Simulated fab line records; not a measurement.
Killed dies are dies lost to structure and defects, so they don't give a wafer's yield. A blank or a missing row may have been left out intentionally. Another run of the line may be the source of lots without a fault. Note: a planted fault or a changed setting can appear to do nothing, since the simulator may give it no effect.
A single fault, viewed from 2 desks :: flow gf180mcu :: each desk has only its own numbers; what lay behind them comes last

## DESK OF THE TOOL OWNER: rie diel-04
The tool's own readings at GF_STI_ETCH_13 (etches the open film in CHF3/O2, stops on Si, target depth 282.31 nm, time 112.9 s): means of the sampled wafers that have a number, for each lot that ran on this tool. A lot is out of limits, marked OUT, if its mean lies more than 4 standard deviations from the usual mean; the brackets give that distance.
Columns: A = drypump motor current A at GF_STI_ETCH_13, usual 5.8 A; B = oes product au at GF_STI_ETCH_13, usual 0.835 a.u.; C = rf fwd power W at GF_STI_ETCH_13, usual 596.7 W; D = throttle valve pct at GF_STI_ETCH_13, usual 8.812 %
lot: L545
first seen here: day 2 05:44
A: 5.3
B: 0.834
C: 596.2
D: 8.813

lot: L555
first seen here: day 4 09:41
A: 6.2
B: 0.838
C: 596.2
D: 8.814

lot: L556
first seen here: day 4 14:50
A: 5.8
B: 0.840
C: 596.6
D: 8.815

lot: L559
first seen here: day 5 05:29
A: 6.3
B: 0.837
C: 596.4
D: 8.822

lot: L561
first seen here: day 5 17:32
A: 6.6
B: 0.843
C: 596.8
D: 8.817

lot: L563
first seen here: day 6 04:52
A: 6.3
B: 0.848
C: 599.6
D: 8.824
Finding of this desk: none of the 6 lots has anything out of limits.

## FROM THE METROLOGY DESK
What the gauges read for every lot (on any tool): the sampled wafers with a number, averaged. A lot is out of limits, marked OUT, if its mean lies more than 4 standard deviations from the usual mean; the brackets give that distance.
Columns: A = cd nm at GF_STI_CD_MEAS_12, usual 220.0 nm; B = LVPWELL_OVL at GF_LVPWELL_OVL_MEAS_07, usual 1.1 nm
lot: L545
first seen here: day 2 05:40
A: 219.4
B: 1.1

lot: L546
first seen here: day 2 12:04
A: 219.7
B: -1.0

lot: L549
first seen here: day 3 03:38
A: 219.1
B: 0.1

lot: L550
first seen here: day 3 08:49
A: 217.5
B: 1.4

lot: L552
first seen here: day 3 20:49
A: 218.2
B: 1.2

lot: L554
first seen here: day 4 04:47
A: 220.7
B: 2.3

lot: L555
first seen here: day 4 09:34
A: 218.0
B: 1.5

lot: L556
first seen here: day 4 14:43
A: 221.4
B: 0.2

lot: L559
first seen here: day 5 05:22
A: 219.9
B: 1.5

lot: L561
first seen here: day 5 17:28
A: 219.0
B: -0.9

lot: L563
first seen here: day 6 04:45
A: 220.3
B: 0.9

lot: L565
first seen here: day 6 13:56
A: 219.5
B: 2.1

lot: L567
first seen here: day 7 00:49
A: 218.4
B: 2.7
Finding of this desk: none of the 13 lots has anything out of limits.

## BROUGHT TOGETHER
Nothing out of limits was seen by the tool owner's desk.
From the metrology desk's view, nothing was out of limits.

## WHAT HAD BEEN PUT IN BY THE SIMULATOR
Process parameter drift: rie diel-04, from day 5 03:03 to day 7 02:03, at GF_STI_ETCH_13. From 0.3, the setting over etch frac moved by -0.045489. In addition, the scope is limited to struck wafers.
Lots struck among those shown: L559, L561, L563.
